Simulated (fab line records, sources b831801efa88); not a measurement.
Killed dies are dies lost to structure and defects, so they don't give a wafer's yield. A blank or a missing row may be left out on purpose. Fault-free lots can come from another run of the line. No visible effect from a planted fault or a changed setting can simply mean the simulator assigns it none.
Which tool did it?    flow gf180mcu    11 lots, 33 wafers sampled, at 5 steps of a route of 602

WHAT THE GAUGES READ, wafer by wafer
GF_VT_IMPLANT_OVL_MEAS_07.
lot   measured      on          VT_IMPLANT_OVL (nm)
L535  day 5 07:37   overlay-02  -1.2 -1.7 -0.1
L536  day 5 11:33   overlay-02  -0.6 0.9 0.6
L537  day 6 13:46   overlay-02  -0.9 0.9 0.0
L540  day 6 18:28   overlay-02  0.9 -1.0 2.1
L545  day 8 07:53   overlay-02  -117.4 -117.1 -117.2
L546  day 8 15:35   overlay-02  -116.6 -114.9 -116.1
L547  day 8 21:13   overlay-01  -117.8 -118.1 -118.2
L550  day 9 17:33   overlay-01  0.9 1.5 2.9
L552  day 10 00:58  overlay-02  1.1 1.3 1.0
L553  day 10 08:46  overlay-02  2.6 1.5 0.8
L556  day 11 06:01  overlay-01  -1.1 1.1 0.0

GF_POLY_GATE_THK_MEAS_01.
lot   measured      on             POLY_GATE_CVD_00_THK (nm)
L535  day 8 05:48   film-metro-03  200.4 200.3 202.3
L536  day 8 11:17   film-metro-02  199.6 199.6 200.6
L537  day 9 14:33   film-metro-03  199.0 196.1 196.6
L540  day 9 20:30   film-metro-03  198.4 199.4 199.3
L545  day 11 17:05  film-metro-02  199.5 199.0 200.4
L546  day 11 21:32  film-metro-03  201.6 201.3 202.1
L547  day 12 02:06  film-metro-02  202.5 203.7 203.8
L550  day 13 02:23  film-metro-03  203.1 204.1 203.2
L552  day 13 13:01  film-metro-03  198.2 197.4 197.3
L553  day 13 19:40  film-metro-01  200.7 199.4 200.5
L556  day 14 19:07  film-metro-01  198.5 197.6 198.4

TOOL THAT RAN EACH LOT (tool first, then ch and the chambers of the sampled wafers, then the start)
lot   GF_STI_STRIP_15                      GF_DNWELL_STRIP_08                   GF_VT_IMPLANT_EXPOSE_04
L535  plasma-asher-01 ch 0,1, day 2 01:59  plasma-asher-04 ch 0,1, day 2 17:44  iline-stepper-01 ch 0, day 5 00:41
L536  plasma-asher-04 ch 0,1, day 2 06:34  plasma-asher-02 ch 0,1, day 2 20:40  iline-stepper-01 ch 0, day 5 06:13
L537  plasma-asher-04 ch 0,1, day 2 20:07  plasma-asher-03 ch 0,1, day 3 14:34  iline-stepper-01 ch 0, day 6 05:14
L540  plasma-asher-01 ch 0,1, day 2 23:43  plasma-asher-02 ch 0,1, day 3 18:37  iline-stepper-02 ch 0, day 6 11:02
L545  plasma-asher-03 ch 0,1, day 4 05:18  plasma-asher-03 ch 0,1, day 5 02:04  iline-stepper-01 ch 0, day 8 00:10
L546  plasma-asher-03 ch 0,1, day 4 10:29  plasma-asher-03 ch 0,1, day 5 07:41  iline-stepper-01 ch 0, day 8 06:52
L547  plasma-asher-01 ch 0, day 4 15:24    plasma-asher-02 ch 0,1, day 5 10:53  iline-stepper-01 ch 0, day 8 12:14
L550  plasma-asher-01 ch 0,1, day 5 07:38  plasma-asher-04 ch 0,1, day 6 04:23  iline-stepper-02 ch 0, day 9 08:31
L552  plasma-asher-01 ch 0,1, day 5 16:16  plasma-asher-03 ch 0,1, day 6 12:49  iline-stepper-02 ch 0, day 9 17:02
L553  plasma-asher-04 ch 0,1, day 5 21:26  plasma-asher-02 ch 0,1, day 6 17:40  iline-stepper-02 ch 0, day 9 23:26
L556  plasma-asher-03 ch 0,1, day 6 13:58  plasma-asher-02 ch 0,1, day 7 12:17  iline-stepper-02 ch 0, day 10 20:17
- GF_STI_STRIP_15: strips in O2/N2.
- GF_DNWELL_STRIP_08: strips in O2/N2.
- GF_VT_IMPLANT_EXPOSE_04: exposes mask LVPWELL LV AREA, target cd 600 nm.

WHAT THE TOOLS THEMSELVES READ (means of the sampled wafers that have a number; where no wafer has one, the mark that the record gives instead)
GF_STI_STRIP_15.
lot   tool             chamber-pressure-mTorr (mTorr)  drypump-motor-current-A (A)  heater-power-w (W)  oes-product-au (a.u.)  platen-temp-c (C)  strip-time-to-endpoint-s (s)
L535  plasma-asher-01  1500.5                          5.8                          324                 0.384                  249.83             3.72
L536  plasma-asher-04  1500.9                          6.3                          348                 0.377                  250.00             3.72
L537  plasma-asher-04  1500.7                          6.2                          355                 0.382                  250.14             3.73
L540  plasma-asher-01  1500.7                          5.8                          319                 0.379                  250.05             3.68
L545  plasma-asher-03  1500.5                          5.5                          313                 0.383                  249.97             3.69
L546  plasma-asher-03  1501.1                          5.5                          333                 0.388                  250.04             3.81
L547  plasma-asher-01  1498.9                          4.9                          316                 0.385                  250.17             3.69
L550  plasma-asher-01  1500.7                          5.8                          320                 0.387                  250.03             3.81
L552  plasma-asher-01  1500.2                          5.3                          317                 0.384                  249.95             3.72
L553  plasma-asher-04  1500.7                          5.9                          322                 0.381                  250.08             3.71
L556  plasma-asher-03  1500.4                          5.5                          331                 0.380                  249.92             3.69

GF_DNWELL_STRIP_08.
lot   tool             chamber-pressure-mTorr (mTorr)  drypump-motor-current-A (A)  heater-power-w (W)  oes-product-au (a.u.)  platen-temp-c (C)  strip-time-to-endpoint-s (s)
L535  plasma-asher-04  1500.6                          5.9                          327                 0.727                  250.12             36.96
L536  plasma-asher-02  1499.0                          5.5                          323                 0.726                  249.84             37.04
L537  plasma-asher-03  1498.9                          5.5                          327                 0.724                  250.06             36.83
L540  plasma-asher-02  1499.3                          5.6                          319                 0.725                  250.11             37.04
L545  plasma-asher-03  1501.5                          5.5                          315                 0.723                  249.93             36.89
L546  plasma-asher-03  1500.2                          5.5                          315                 0.719                  250.01             36.99
L547  plasma-asher-02  1499.1                          5.4                          361                 0.718                  250.01             36.97
L550  plasma-asher-04  1500.5                          6.2                          354                 0.722                  250.04             37.06
L552  plasma-asher-03  1501.0                          5.5                          318                 0.719                  249.90             37.15
L553  plasma-asher-02  1500.1                          5.5                          336                 0.722                  249.94             36.83
L556  plasma-asher-02  1500.3                          5.5                          332                 0.720                  250.12             37.07

GF_VT_IMPLANT_EXPOSE_04.
lot   tool              exposure-dose-mJ-cm2
L535  iline-stepper-01  139.99
L536  iline-stepper-01  140.02
L537  iline-stepper-01  140.15
L540  iline-stepper-02  140.12
L545  iline-stepper-01  140.12
L546  iline-stepper-01  140.06
L547  iline-stepper-01  139.96
L550  iline-stepper-02  140.06
L552  iline-stepper-02  140.22
L553  iline-stepper-02  139.99
L556  iline-stepper-02  140.08

THE ANSWER, worked out from the rows above alone
Rule: what is usual is taken from the lots themselves. Put in order of their means at a reading, lots are off if they are a third of the lots or fewer, leave a main group of 4 or more, and stand apart from it by a gap of 3 or more times the standard deviation of the main group's means; of several such gaps the widest counts. A main group is skipped when, at the precision printed for the reading in the tables above, its means are all equal. Also off: a lot with no number at a reading for which 4 or more lots have one. All remaining lots with rows at the step are treated as sound. After the gauges, taken in route order, come the tools' own readings; for these a lot's mean is taken, as printed above. At the first step where some lot is off, the reading lying furthest off is the one used; lots without a number count as furthest.
Off: L545, L546, L547, at GF_VT_IMPLANT_OVL_MEAS_07 (VT_IMPLANT_OVL). For the main group the mean is 0.6 nm and the standard deviation 0.87.
A tool fits if, at a process step before that reading, it ran every lot that is off, and no sound lot after the first of them. The gauges at GF_VT_IMPLANT_OVL_MEAS_07 are tried like those tools. One candidate fits, namely iline-stepper-01 at GF_VT_IMPLANT_EXPOSE_04. A fault onset in the window from L537 (day 6 05:14, its last sound lot) to L545 (day 8 00:10, its first lot off) fits.

WHAT THE SIMULATOR PUT IN
Scanner matching overlay: iline-stepper-01, from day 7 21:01 on, at GF_VT_IMPLANT_EXPOSE_04. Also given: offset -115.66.
Lots struck among those shown: L545, L546, L547. The rule given above showed the same thing.
